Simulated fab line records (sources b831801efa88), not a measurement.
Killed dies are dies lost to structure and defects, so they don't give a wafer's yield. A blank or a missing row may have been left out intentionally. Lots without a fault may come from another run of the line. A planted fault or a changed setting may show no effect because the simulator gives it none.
fab line records + flow gf180mcu
[record]
- lots = 12
- wafers = 36
- lastDay = 34
route steps=602 shown HV_LDD@187 PSD@261 NSD@262 SAB@274 SALICIDE@286
lots that met no fault: taken from a fault-free run of the same line
startH: hours from the record's opening day to when the first of the lot's shown wafers began + waitH: time in hours since the lot's previous step + " the same as in the row above + L1.1+2: one row covering several wafers at once + - no value, or no start given + * or withheld: withheld + < > ~ a bound
route shown NAME@n: NAME is a module with steps in the file, n the number in the route of the first one + usual: average and standard deviation across the fault-free wafers + same: alike in all rows + chamber/n: place in a boat + sites: the reading at each site + _std_site: standard deviation across them + _edge_site: the outer-site mean with the inner-site mean subtracted + radiusMm: how far each site lies from the wafer's centre + mask NAME#n: copy n + behind: tool/chamber where the wafer was last shaped + hold: what put the lot on hold/how long, in hours/how the hold closed + device: names the non-switching transistor (n, p or np) + end of line: tests of these same wafers at the route's end + where a step has no rows: the recipe by itself + killed: at the first sort, the dies lost to defects and structure; wafer yield is something else + map: shows each die of a wafer: x if killed, . if not, _ if none is there
set.NAME: the run value of the setting; set.NAME@STEP: its run value at that earlier step + model.NAME: the simulator's own value behind a step, which no gauge read
route steps across a sampled set of lots; one table per step, one row per wafer
services: a tool's chamber out of use, with start hour (startH, from the record's first day; less than 0 if before it), hours out, and reason
[[steps]]
[step GF_HV_LDD_TW_MEAS_11]
[usual]
- HV_LDD_TW = 2402/19
| lot.wafer | tool         | chamber | startH | waitH | HV_LDD_TW |
|-----------|--------------|---------|--------|-------|-----------|
| L539.2    | filmMetro-01 | -       | 216.71 | 0.1   | 2428      |
| L539.4    | "            | -       | "      | "     | 2413      |
| L539.5    | "            | -       | "      | "     | 2405      |
| L540.1    | filmMetro-01 | -       | 224.61 | 0.1   | 2417      |
| L540.2    | "            | -       | "      | "     | 2426      |
| L540.6    | "            | -       | "      | "     | 2432      |
| L541.3    | filmMetro-03 | -       | 231.07 | 0.1   | 2372      |
| L541.4    | "            | -       | "      | "     | 2370      |
| L541.5    | "            | -       | "      | "     | 2379      |
| L542.3    | filmMetro-03 | -       | 238.85 | 0.1   | 2374      |
| L542.4    | "            | -       | "      | "     | 2383      |
| L542.6    | "            | -       | "      | "     | 2382      |
| L544.3    | filmMetro-03 | -       | 254.23 | 0.1   | 2370      |
| L544.5    | "            | -       | "      | "     | 2378      |
| L544.6    | "            | -       | "      | "     | 2376      |
| L547.1    | filmMetro-01 | -       | 280.05 | 0.1   | 2422      |
| L547.2    | "            | -       | "      | "     | 2425      |
| L547.6    | "            | -       | "      | "     | 2412      |
| L551.3    | filmMetro-01 | -       | 308.10 | 0.1   | 2401      |
| L551.4    | "            | -       | "      | "     | 2414      |
| L551.6    | "            | -       | "      | "     | 2409      |
| L554.4    | filmMetro-01 | -       | 335.13 | 0.1   | 2413      |
| L554.5    | "            | -       | "      | "     | 2404      |
| L554.6    | "            | -       | "      | "     | 2419      |
| L555.1    | filmMetro-04 | -       | 341.57 | 0.1   | 2416      |
| L555.3    | "            | -       | "      | "     | 2414      |
| L555.6    | "            | -       | "      | "     | 2410      |
| L556.1    | filmMetro-01 | -       | 347.80 | 0.1   | 2407      |
| L556.3    | "            | -       | "      | "     | 2399      |
| L556.4    | "            | -       | "      | "     | 2400      |
| L559.1    | filmMetro-01 | -       | 369.15 | 0.1   | 2401      |
| L559.2    | "            | -       | "      | "     | 2407      |
| L559.4    | "            | -       | "      | "     | 2409      |
| L562.4    | filmMetro-04 | -       | 386.46 | 0.1   | 2442      |
| L562.5    | "            | -       | "      | "     | 2436      |
| L562.6    | "            | -       | "      | "     | 2416      |
[step GF_PSD_RTA_13]
[recipe]
- tempC = 1025
- timeS = 20
- ambient = N2
[usual]
- lampPowerPct = 35.2/0.33
- runLengthS = 48.85/0.2
- wafer_temp_C_max = 1028.2/1.2
| lot.wafer | tool         | chamber | startH | waitH | lampPowerPct | runLengthS | wafer_temp_C_max |
|-----------|--------------|---------|--------|-------|--------------|------------|------------------|
| L539.2    | rtpAnneal-02 | 0       | 315.42 | 0.0   | 35.5         | 49.04      | 1027.0           |
| L539.4    | "            | 0       | "      | "     | 35.5         | 48.88      | 1027.3           |
| L539.5    | "            | 0       | "      | "     | 35.5         | 49.38      | 1027.2           |
| L540.1    | rtpAnneal-02 | 0       | 324.57 | 0.0   | 35.5         | 48.83      | 1027.6           |
| L540.2    | "            | 0       | "      | "     | 35.5         | 48.76      | 1027.2           |
| L540.6    | "            | 0       | "      | "     | 35.5         | 48.73      | 1026.8           |
| L541.3    | rtpAnneal-02 | 0       | 332.74 | 0.0   | 35.5         | 49.18      | 1027.1           |
| L541.4    | "            | 0       | "      | "     | 35.5         | 48.88      | 1028.3           |
| L541.5    | "            | 0       | "      | "     | 35.5         | 48.76      | 1027.3           |
| L542.3    | rtpAnneal-02 | 0       | 341.93 | 0.0   | 35.5         | 49.21      | 1027.7           |
| L542.4    | "            | 0       | "      | "     | 35.5         | 48.86      | 1026.0           |
| L542.6    | "            | 0       | "      | "     | 35.5         | 48.94      | 1027.8           |
| L544.3    | rtpAnneal-01 | 0       | 360.31 | 0.0   | 34.8         | 48.52      | 1028.2           |
| L544.5    | "            | 0       | "      | "     | 34.8         | 48.62      | 1029.6           |
| L544.6    | "            | 0       | "      | "     | 34.8         | 48.81      | 1030.2           |
| L547.1    | rtpAnneal-01 | 0       | 388.36 | 0.0   | 34.8         | 48.53      | 1028.7           |
| L547.2    | "            | 0       | "      | "     | 34.8         | 48.85      | 1029.1           |
| L547.6    | "            | 0       | "      | "     | 34.8         | 48.54      | 1030.9           |
| L551.3    | rtpAnneal-02 | 0       | 421.42 | 0.0   | 35.6         | 48.76      | 1026.6           |
| L551.4    | "            | 0       | "      | "     | 35.5         | 48.77      | 1028.2           |
| L551.6    | "            | 0       | "      | "     | 35.5         | 49.00      | 1027.8           |
| L554.4    | rtpAnneal-02 | 0       | 453.53 | 0.0   | 35.5         | 62.64      | 1027.5           |
| L554.5    | "            | 0       | "      | "     | 35.6         | 62.35      | 1028.8           |
| L554.6    | "            | 0       | "      | "     | 35.5         | 62.38      | 1027.8           |
| L555.1    | rtpAnneal-02 | 0       | 461.01 | 0.0   | 35.5         | 62.37      | 1026.8           |
| L555.3    | "            | 0       | "      | "     | 35.5         | 62.16      | 1027.0           |
| L555.6    | "            | 0       | "      | "     | 35.4         | 62.25      | 1027.3           |
| L556.1    | rtpAnneal-02 | 0       | 467.46 | 0.0   | 35.5         | 62.17      | 1028.4           |
| L556.3    | "            | 0       | "      | "     | 35.5         | 62.19      | 1027.5           |
| L556.4    | "            | 0       | "      | "     | 35.5         | 62.68      | 1027.3           |
| L559.1    | rtpAnneal-01 | 0       | 491.01 | 0.0   | 34.8         | 48.51      | 1027.9           |
| L559.2    | "            | 0       | "      | "     | 34.9         | 48.72      | 1028.8           |
| L559.4    | "            | 0       | "      | "     | 34.8         | 49.08      | 1028.2           |
| L562.4    | rtpAnneal-01 | 0       | 509.17 | 0.0   | 34.8         | 48.87      | 1027.8           |
| L562.5    | "            | 0       | "      | "     | 34.8         | 48.62      | 1030.3           |
| L562.6    | "            | 0       | "      | "     | 34.8         | 48.65      | 1029.2           |
[step GF_PSD_RS_MEAS_14]
[recipe]
- thkMeasGauge = four-point-probe
[usual]
- NSD_RS = 46.14/0.09
| lot.wafer | tool         | chamber | startH | waitH | hold                    | NSD_RS[ohm/sq] |
|-----------|--------------|---------|--------|-------|-------------------------|----------------|
| L539.2    | filmMetro-02 | -       | 315.51 | 0.1   | -                       | 46.16          |
| L539.4    | "            | -       | "      | "     | -                       | 46.21          |
| L539.5    | "            | -       | "      | "     | -                       | 46.21          |
| L540.1    | filmMetro-01 | -       | 324.66 | 0.1   | -                       | 46.07          |
| L540.2    | "            | -       | "      | "     | -                       | 46.17          |
| L540.6    | "            | -       | "      | "     | -                       | 46.17          |
| L541.3    | filmMetro-01 | -       | 332.84 | 0.1   | -                       | 46.06          |
| L541.4    | "            | -       | "      | "     | -                       | 46.01          |
| L541.5    | "            | -       | "      | "     | -                       | 46.05          |
| L542.3    | filmMetro-04 | -       | 342.03 | 0.1   | -                       | 46.13          |
| L542.4    | "            | -       | "      | "     | -                       | 46.05          |
| L542.6    | "            | -       | "      | "     | -                       | 46.12          |
| L544.3    | filmMetro-04 | -       | 360.40 | 0.1   | -                       | 46.09          |
| L544.5    | "            | -       | "      | "     | -                       | 46.17          |
| L544.6    | "            | -       | "      | "     | -                       | 46.14          |
| L547.1    | filmMetro-01 | -       | 388.44 | 0.1   | -                       | 46.05          |
| L547.2    | "            | -       | "      | "     | -                       | 46.14          |
| L547.6    | "            | -       | "      | "     | -                       | 46.06          |
| L551.3    | filmMetro-01 | -       | 421.51 | 0.1   | -                       | 45.96          |
| L551.4    | "            | -       | "      | "     | -                       | 46.01          |
| L551.6    | "            | -       | "      | "     | -                       | 46.03          |
| L554.4    | filmMetro-04 | -       | 453.63 | 0.1   | awaitDispo/0.2h/release | 43.52          |
| L554.5    | "            | -       | "      | "     | awaitDispo/0.2h/release | 43.55          |
| L554.6    | "            | -       | "      | "     | awaitDispo/0.2h/release | 43.54          |
| L554.4    | filmMetro-04 | -       | 453.95 | 0.3   | -                       | 43.54          |
| L554.5    | "            | -       | "      | "     | -                       | 43.45          |
| L554.6    | "            | -       | "      | "     | -                       | 43.51          |
| L555.1    | filmMetro-02 | -       | 461.11 | 0.1   | awaitDispo/0.2h/release | 43.68          |
| L555.3    | "            | -       | "      | "     | awaitDispo/0.2h/release | 43.56          |
| L555.6    | "            | -       | "      | "     | awaitDispo/0.2h/release | 43.47          |
| L555.1    | filmMetro-02 | -       | 461.39 | 0.3   | -                       | 43.57          |
| L555.3    | "            | -       | "      | "     | -                       | 43.52          |
| L555.6    | "            | -       | "      | "     | -                       | 43.45          |
| L556.1    | filmMetro-02 | -       | 467.54 | 0.1   | awaitDispo/0.2h/release | 43.55          |
| L556.3    | "            | -       | "      | "     | awaitDispo/0.2h/release | 43.54          |
| L556.4    | "            | -       | "      | "     | awaitDispo/0.2h/release | 43.57          |
| L556.1    | filmMetro-02 | -       | 467.83 | 0.3   | -                       | 43.59          |
| L556.3    | "            | -       | "      | "     | -                       | 43.48          |
| L556.4    | "            | -       | "      | "     | -                       | 43.59          |
| L559.1    | filmMetro-04 | -       | 491.10 | 0.1   | -                       | 46.19          |
| L559.2    | "            | -       | "      | "     | -                       | 46.00          |
| L559.4    | "            | -       | "      | "     | -                       | 46.10          |
| L562.4    | filmMetro-01 | -       | 509.27 | 0.1   | -                       | 46.03          |
| L562.5    | "            | -       | "      | "     | -                       | 46.05          |
| L562.6    | "            | -       | "      | "     | -                       | 46.10          |
[step GF_PSD_RS_MEAS_15]
[recipe]
- thkMeasGauge = four-point-probe
[usual]
- PSD_RS = 108.53/0.25
| lot.wafer | tool         | chamber | startH | waitH | hold                    | PSD_RS[ohm/sq] |
|-----------|--------------|---------|--------|-------|-------------------------|----------------|
| L539.2    | filmMetro-02 | -       | 315.63 | 0.1   | -                       | 108.46         |
| L539.4    | "            | -       | "      | "     | -                       | 108.91         |
| L539.5    | "            | -       | "      | "     | -                       | 108.93         |
| L540.1    | filmMetro-01 | -       | 324.78 | 0.1   | -                       | 108.23         |
| L540.2    | "            | -       | "      | "     | -                       | 108.42         |
| L540.6    | "            | -       | "      | "     | -                       | 108.42         |
| L541.3    | filmMetro-01 | -       | 332.96 | 0.1   | -                       | 108.18         |
| L541.4    | "            | -       | "      | "     | -                       | 108.11         |
| L541.5    | "            | -       | "      | "     | -                       | 108.41         |
| L542.3    | filmMetro-04 | -       | 342.15 | 0.1   | -                       | 108.73         |
| L542.4    | "            | -       | "      | "     | -                       | 108.70         |
| L542.6    | "            | -       | "      | "     | -                       | 108.77         |
| L544.3    | filmMetro-04 | -       | 360.52 | 0.1   | -                       | 108.28         |
| L544.5    | "            | -       | "      | "     | -                       | 108.63         |
| L544.6    | "            | -       | "      | "     | -                       | 108.59         |
| L547.1    | filmMetro-01 | -       | 388.56 | 0.1   | -                       | 108.46         |
| L547.2    | "            | -       | "      | "     | -                       | 108.68         |
| L547.6    | "            | -       | "      | "     | -                       | 108.28         |
| L551.3    | filmMetro-01 | -       | 421.63 | 0.1   | -                       | 108.46         |
| L551.4    | "            | -       | "      | "     | -                       | 108.33         |
| L551.6    | "            | -       | "      | "     | -                       | 108.43         |
| L554.4    | filmMetro-04 | -       | 460.45 | 6.5   | awaitDispo/0.2h/release | 103.15         |
| L554.5    | "            | -       | "      | "     | awaitDispo/0.2h/release | 103.58         |
| L554.6    | "            | -       | "      | "     | awaitDispo/0.2h/release | 103.28         |
| L554.4    | filmMetro-04 | -       | 460.86 | 0.4   | -                       | 103.27         |
| L554.5    | "            | -       | "      | "     | -                       | 103.46         |
| L554.6    | "            | -       | "      | "     | -                       | 103.25         |
| L555.1    | filmMetro-02 | -       | 463.31 | 1.9   | awaitDispo/0.2h/release | 103.42         |
| L555.3    | "            | -       | "      | "     | awaitDispo/0.2h/release | 103.31         |
| L555.6    | "            | -       | "      | "     | awaitDispo/0.2h/release | 103.12         |
| L555.1    | filmMetro-02 | -       | 463.60 | 0.3   | -                       | 103.18         |
| L555.3    | "            | -       | "      | "     | -                       | 103.38         |
| L555.6    | "            | -       | "      | "     | -                       | 103.53         |
| L556.1    | filmMetro-02 | -       | 469.79 | 1.9   | awaitDispo/0.2h/release | 103.56         |
| L556.3    | "            | -       | "      | "     | awaitDispo/0.2h/release | 103.16         |
| L556.4    | "            | -       | "      | "     | awaitDispo/0.2h/release | 103.05         |
| L556.1    | filmMetro-02 | -       | 470.07 | 0.3   | -                       | 103.49         |
| L556.3    | "            | -       | "      | "     | -                       | 103.43         |
| L556.4    | "            | -       | "      | "     | -                       | 103.19         |
| L559.1    | filmMetro-04 | -       | 491.22 | 0.1   | -                       | 108.27         |
| L559.2    | "            | -       | "      | "     | -                       | 108.12         |
| L559.4    | "            | -       | "      | "     | -                       | 108.17         |
| L562.4    | filmMetro-01 | -       | 509.39 | 0.1   | -                       | 108.82         |
| L562.5    | "            | -       | "      | "     | -                       | 108.38         |
| L562.6    | "            | -       | "      | "     | -                       | 108.75         |
[step GF_SAB_OVL_MEAS_10]
[usual]
- SAB_OVL = 0.4/1.1
| lot.wafer | tool       | chamber | startH | waitH | SAB_OVL[nm] |
|-----------|------------|---------|--------|-------|-------------|
| L539.2    | overlay-02 | -       | 335.83 | 0.1   | 1.1         |
| L539.4    | "          | -       | "      | "     | 0.9         |
| L539.5    | "          | -       | "      | "     | 1.3         |
| L540.1    | overlay-01 | -       | 345.52 | 0.1   | 0.8         |
| L540.2    | "          | -       | "      | "     | 2.1         |
| L540.6    | "          | -       | "      | "     | 2.8         |
| L541.3    | overlay-01 | -       | 354.79 | 0.1   | -0.4        |
| L541.4    | "          | -       | "      | "     | 1.2         |
| L541.5    | "          | -       | "      | "     | 0.5         |
| L542.3    | overlay-01 | -       | 364.21 | 0.1   | 0.9         |
| L542.4    | "          | -       | "      | "     | 2.0         |
| L542.6    | "          | -       | "      | "     | 1.3         |
| L544.3    | overlay-02 | -       | 382.32 | 0.1   | -1.0        |
| L544.5    | "          | -       | "      | "     | 0.0         |
| L544.6    | "          | -       | "      | "     | -0.5        |
| L547.1    | overlay-02 | -       | 412.07 | 0.1   | 0.7         |
| L547.2    | "          | -       | "      | "     | 0.8         |
| L547.6    | "          | -       | "      | "     | 0.3         |
| L551.3    | overlay-02 | -       | 444.97 | 0.1   | 0.0         |
| L551.4    | "          | -       | "      | "     | 0.0         |
| L551.6    | "          | -       | "      | "     | -1.0        |
| L554.4    | overlay-02 | -       | 476.65 | 0.1   | -1.0        |
| L554.5    | "          | -       | "      | "     | 0.3         |
| L554.6    | "          | -       | "      | "     | -0.7        |
| L555.1    | overlay-02 | -       | 485.33 | 0.1   | 0.1         |
| L555.3    | "          | -       | "      | "     | 0.1         |
| L555.6    | "          | -       | "      | "     | -0.8        |
| L556.1    | overlay-02 | -       | 492.03 | 0.1   | -0.6        |
| L556.3    | "          | -       | "      | "     | 0.3         |
| L556.4    | "          | -       | "      | "     | 0.6         |
| L559.1    | overlay-01 | -       | 514.06 | 0.1   | 0.4         |
| L559.2    | "          | -       | "      | "     | 3.4         |
| L559.4    | "          | -       | "      | "     | 0.6         |
| L562.4    | overlay-02 | -       | 531.79 | 0.1   | -0.4        |
| L562.5    | "          | -       | "      | "     | -1.6        |
| L562.6    | "          | -       | "      | "     | -1.1        |
[step GF_SALICIDE_RTA_08]
[recipe]
- tempC = 800
- timeS = 30
- ambient = N2
[usual]
- lampPowerPct = 17.78/0.16
- runLengthS = 59.0/0.44
- wafer_temp_C_max = 802.6/0.91
| lot.wafer | tool         | chamber | startH | waitH | lampPowerPct | runLengthS | wafer_temp_C_max |
|-----------|--------------|---------|--------|-------|--------------|------------|------------------|
| L539.2    | rtpAnneal-02 | 0       | 336.66 | 0.0   | 17.87        | 58.9       | 801.5            |
| L539.4    | "            | 0       | "      | "     | 17.89        | 58.7       | 802.3            |
| L539.5    | "            | 0       | "      | "     | 17.89        | 59.0       | 802.1            |
| L540.1    | rtpAnneal-01 | 0       | 346.34 | 0.0   | 17.54        | 58.8       | 802.8            |
| L540.2    | "            | 0       | "      | "     | 17.52        | 58.6       | 803.3            |
| L540.6    | "            | 0       | "      | "     | 17.55        | 58.6       | 803.2            |
| L541.3    | rtpAnneal-01 | 0       | 355.62 | 0.0   | 17.57        | 58.8       | 803.1            |
| L541.4    | "            | 0       | "      | "     | 17.55        | 58.6       | 804.9            |
| L541.5    | "            | 0       | "      | "     | 17.53        | 58.9       | 803.7            |
| L542.3    | rtpAnneal-02 | 0       | 365.03 | 0.0   | 17.86        | 59.4       | 802.1            |
| L542.4    | "            | 0       | "      | "     | 17.90        | 58.9       | 802.6            |
| L542.6    | "            | 0       | "      | "     | 17.90        | 58.8       | 801.8            |
| L544.3    | rtpAnneal-01 | 0       | 383.14 | 0.0   | 17.57        | 58.9       | 804.0            |
| L544.5    | "            | 0       | "      | "     | 17.55        | 58.5       | 803.5            |
| L544.6    | "            | 0       | "      | "     | 17.54        | 59.2       | 803.6            |
| L547.1    | rtpAnneal-01 | 0       | 412.88 | 0.0   | 17.55        | 58.5       | 803.1            |
| L547.2    | "            | 0       | "      | "     | 17.55        | 58.9       | 803.8            |
| L547.6    | "            | 0       | "      | "     | 17.55        | 58.6       | 804.7            |
| L551.3    | rtpAnneal-02 | 0       | 445.79 | 0.0   | 17.91        | 59.1       | 802.2            |
| L551.4    | "            | 0       | "      | "     | 17.92        | 58.8       | 802.0            |
| L551.6    | "            | 0       | "      | "     | 17.89        | 59.2       | 802.3            |
| L554.4    | rtpAnneal-02 | 0       | 477.63 | 0.1   | 17.88        | 59.1       | 802.1            |
| L554.5    | "            | 0       | "      | "     | 17.88        | 58.8       | 802.6            |
| L554.6    | "            | 0       | "      | "     | 17.89        | 58.8       | 802.5            |
| L555.1    | rtpAnneal-02 | 0       | 486.16 | 0.0   | 17.91        | 58.9       | 802.3            |
| L555.3    | "            | 0       | "      | "     | 17.89        | 58.8       | 802.0            |
| L555.6    | "            | 0       | "      | "     | 17.88        | 59.1       | 802.5            |
| L556.1    | rtpAnneal-01 | 0       | 492.86 | 0.0   | 17.52        | 58.6       | 803.9            |
| L556.3    | "            | 0       | "      | "     | 17.56        | 59.1       | 803.5            |
| L556.4    | "            | 0       | "      | "     | 17.53        | 59.0       | 805.2            |
| L559.1    | rtpAnneal-01 | 0       | 515.02 | 0.0   | 17.54        | 58.6       | 803.5            |
| L559.2    | "            | 0       | "      | "     | 17.59        | 58.6       | 803.8            |
| L559.4    | "            | 0       | "      | "     | 17.55        | 58.9       | 804.5            |
| L562.4    | rtpAnneal-01 | 0       | 532.67 | 0.1   | 17.57        | 60.8       | 802.7            |
| L562.5    | "            | 0       | "      | "     | 17.54        | 60.8       | 803.8            |
| L562.6    | "            | 0       | "      | "     | 17.54        | 60.8       | 803.9            |
[[services]]
| tool         | chamber | startH | hours | kind |
|--------------|---------|--------|-------|------|
| rtpAnneal-01 | -       | 309.73 | 33.9  | pm   |
| rtpAnneal-02 | -       | 343.60 | 5.7   | pm   |
| rtpAnneal-01 | -       | 416.46 | 44.9  | pm   |
[[key]]
[firstSign]
- step = GF_PSD_RTA_13
- reading = runLengthS
- direction = up
- sigmas = 67
- usual = *
- struck = *
[effect]
- step = GF_PSD_RS_MEAS_14
- reading = visit
- direction = added
[effect]
- step = GF_PSD_RS_MEAS_14
- reading = NSD_RS
- direction = down
- sigmas = 29
- usual = 46.14
- struck = 43.55
[effect]
- step = GF_PSD_RS_MEAS_15
- reading = visit
- direction = added
[effect]
- step = GF_PSD_RS_MEAS_15
- reading = PSD_RS
- direction = down
- sigmas = 21
- usual = 108.53
- struck = 103.29
metAt GF_PSD_RTA_13
struckLots L554,L555,L556
testerLeftOut L554,L555,L556
notActingAt GF_HV_LDD_TW_MEAS_11,GF_SAB_OVL_MEAS_10,GF_SALICIDE_RTA_08
onsetBetween 421.42 453.53
[fault]
- kind = processParameterDrift
- tool = rtpAnneal-02
- chamber = -
- onsetH = 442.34
- steps = GF_PSD_RTA_13
- channel = timeS
- offset = *
- shape = step
- endH = 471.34
- actsIn = *
- stated = *
// testerLeftOut: of these lots the tester's yield and bins aren't shown, on N5 and GAA mostly nor the transistor test; their killed dies are dies lost to structure and defects alone, not to doping, threshold or leakage, so they don't give the yield
